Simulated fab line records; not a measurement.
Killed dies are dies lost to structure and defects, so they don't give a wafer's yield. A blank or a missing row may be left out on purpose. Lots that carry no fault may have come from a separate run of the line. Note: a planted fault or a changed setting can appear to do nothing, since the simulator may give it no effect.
A lot that was struck, set against a sound lot	flow sky130	38 out of 708 route steps
Sound: wafers L846.2, L846.3, L846.6. Struck: wafer L854.6. (L854.2, L854.4 of the same lot were not struck and are left out.) The cause comes at the end.
At each step with rows: each side's tool, then ch and its chambers, then its first start. Under that, the readings that differ: sound wafers	struck wafers	difference of the means	sigmas: that difference in standard deviations of wafers without a fault.
alike: same words and numbers on both sides, and readings whose means sit less than 2 such deviations apart. not compared: any withheld reading, any reading some wafer has no value for, any bound like >300 that may hide the same value, and any number with overlapping values for which the record gives no deviation.
A row with sigmas, a row that says differs or no value, or rows on one side alone: a step with any of these is where the two part. Non-overlapping numbers with no deviation appear without sigmas and do not part them. Lack of a reading on every wafer of one side parts them only where that side has two or more wafers.

first, 9 steps without rows for these wafers: SKY_VIA2_SPUTTER_20 (material TiN, target thk 20 nm, time 80 s); SKY_VIA2_CVD_21 (deposits W, target thk 420 nm, time 126.4 s); SKY_VIA2_CMP_24 (polishes, stops on SiO2, t overpolish 20 s, target thk 0 nm); SKY_METAL3_SPUTTER_00 (material Ti, target thk 15 nm, time 10 s); SKY_METAL3_SPUTTER_01 (material TiN, target thk 20 nm, time 16.7 s); SKY_METAL3_SPUTTER_02 (material AlCu, target thk 735 nm, time 39.1 s); SKY_METAL3_SPUTTER_03 (material Ti, target thk 5 nm, time 3.3 s); SKY_METAL3_SPUTTER_04 (material TiN, target thk 70 nm, time 58.3 s); SKY_CAPM_CVD_00 (deposits SiO2, target thk 15.5 nm).
SKY_CAPM_SPUTTER_02: material TiN, target thk 200 nm, time 166.7 s.
  struck on pvd sputter-01, day 39 18:17; sound on pvd sputter-01, day 36 22:27
reading	sound	struck	difference	sigmas
model.TiN_of_CAPM_SPUTTER_02.thk nm (nm)	201.1 200.3 200.7	185.5	-15.2	
  alike: throttle valve pct
SKY_CAPM_RS_MEAS_03: a four-point-probe measurement.
  struck on film metro-03, day 39 18:25; sound on film metro-03, day 36 22:35
reading	sound	struck	difference	sigmas
CAPM_TIN_RS (ohm/sq)	6.87 6.90 6.87	7.46	+0.58	+10
SKY_CAPM_THK_MEAS_04: measures by xrf.
  struck on film metro-03, day 39 18:31; sound on film metro-03, day 36 22:41
reading	sound	struck	difference	sigmas
CAPM_TIN_THK (nm)	199.7 198.9 198.9	183.9	-15.3	-8
then, 7 steps without rows for these wafers: SKY_CAPM_DEHYDRATE_05 (time 60 s); SKY_CAPM_HMDS_06 (prime time 60 s); SKY_CAPM_COAT_07 (resist thk 1140 nm); SKY_CAPM_SOFTBAKE_08 (time 60 s); SKY_CAPM_EXPOSE_09 (exposes mask CAPM, target cd 1000 nm); SKY_CAPM_PEB_10; SKY_CAPM_DEVELOP_11 (develop time 60 s).
SKY_CAPM_METAL_ETCH_13: etches TiN in Cl2/BCl3, stops on SiO2, target depth 220 nm, time 62.9 s.
  sound on rie metal-01 ch 0,1, day 38 00:34; struck on rie metal-01 ch 1, day 40 18:05
reading	sound	struck	difference	sigmas
oes product au (a.u.)	0.942 0.934 0.945	0.902	-0.038	-6
throttle valve pct (%)	21.894 21.894 21.906	21.940	+0.042	+4
  alike: drypump motor current A, he backside leak sccm
  not compared: rf hours counter h
then, 16 steps without rows for these wafers: SKY_CAPM_STRIP_14 (strips in O2/N2); SKY_CAPM_STRIP_15 (strips in post etch residue remover, time 1200 s); SKY_CAPM_CLEAN_16 (cleans in IPA, time 180 s); SKY_CAPM_CLEAN_17 (cleans in O3/DIW); SKY_METAL3_DEHYDRATE_05 (time 60 s); SKY_METAL3_HMDS_06 (prime time 60 s); SKY_METAL3_COAT_07 (resist thk 60 nm); SKY_METAL3_COAT_08 (resist thk 1140 nm); SKY_METAL3_SOFTBAKE_09 (time 90 s); SKY_METAL3_EXPOSE_10 (exposes mask MM3, target cd 300 nm); SKY_METAL3_PEB_11; SKY_METAL3_DEVELOP_12 (develop time 60 s); SKY_METAL3_DESCUM_15 (chemistry O2, time 8 s); SKY_METAL3_ETCH_16 (etches BARC in N2/H2, stops on SiO2, time 88.2 s, target depth 60 nm); SKY_METAL3_ETCH_17 (etches SiO2 in C4F8/O2/Ar, stops on TiN, time 3.9 s, target depth 15 nm); SKY_METAL3_METAL_ETCH_18 (etches the open film in Cl2/BCl3, stops on SiO2, target depth 845 nm, time 183.1 s).
SKY_METAL3_STRIP_20: strips in post etch residue remover, time 1200 s.
  sound on wet bench-01 ch 3, day 39 02:51; struck on wet bench-01 ch 2, day 41 19:50
reading	sound	struck	difference	sigmas
bath heat duty pct (%)	17.0 18.7 17.8	15.0	-2.8	-2
model.TiN_of_CAPM_SPUTTER_02.thk nm (nm)	200.3 199.5 199.8	184.7	-15.2	
-- the record jumps here: 7 days lie between the struck wafers' starts before and after (it left off in module METAL3 and takes up again in module PAD_OPEN, whose first step shown is number 708 of the route) --
SKY_PAD_OPEN_PROBE_99:
  struck on prober-02, day 48 13:22; sound on prober-01, day 46 08:16
reading	sound	struck	difference	sigmas
model.etest.cap mim.plate ohm sq	5.963 6.017 6.005	6.433	+0.438	
  alike: defect limited yield, killed_at_M0_to_M3, killed_at_M4_up, killed at contacts, killed at front end, killed at other, killed dies, killed on rim, killed open, killed short, sort_bin_3_pad_short, sort_bin_5_function, sort_bin_6_memory, sort n pass, sort yield pct
  not compared: model.etest.cap mim.leak log10 a cm2

== WHERE THEY PART ==
At SKY_CAPM_RS_MEAS_03 first; at SKY_METAL3_STRIP_20 last (within this record only). Later steps at which nothing parts them and some readings are alike: SKY_PAD_OPEN_PROBE_99.

WHY: what the simulator had put in
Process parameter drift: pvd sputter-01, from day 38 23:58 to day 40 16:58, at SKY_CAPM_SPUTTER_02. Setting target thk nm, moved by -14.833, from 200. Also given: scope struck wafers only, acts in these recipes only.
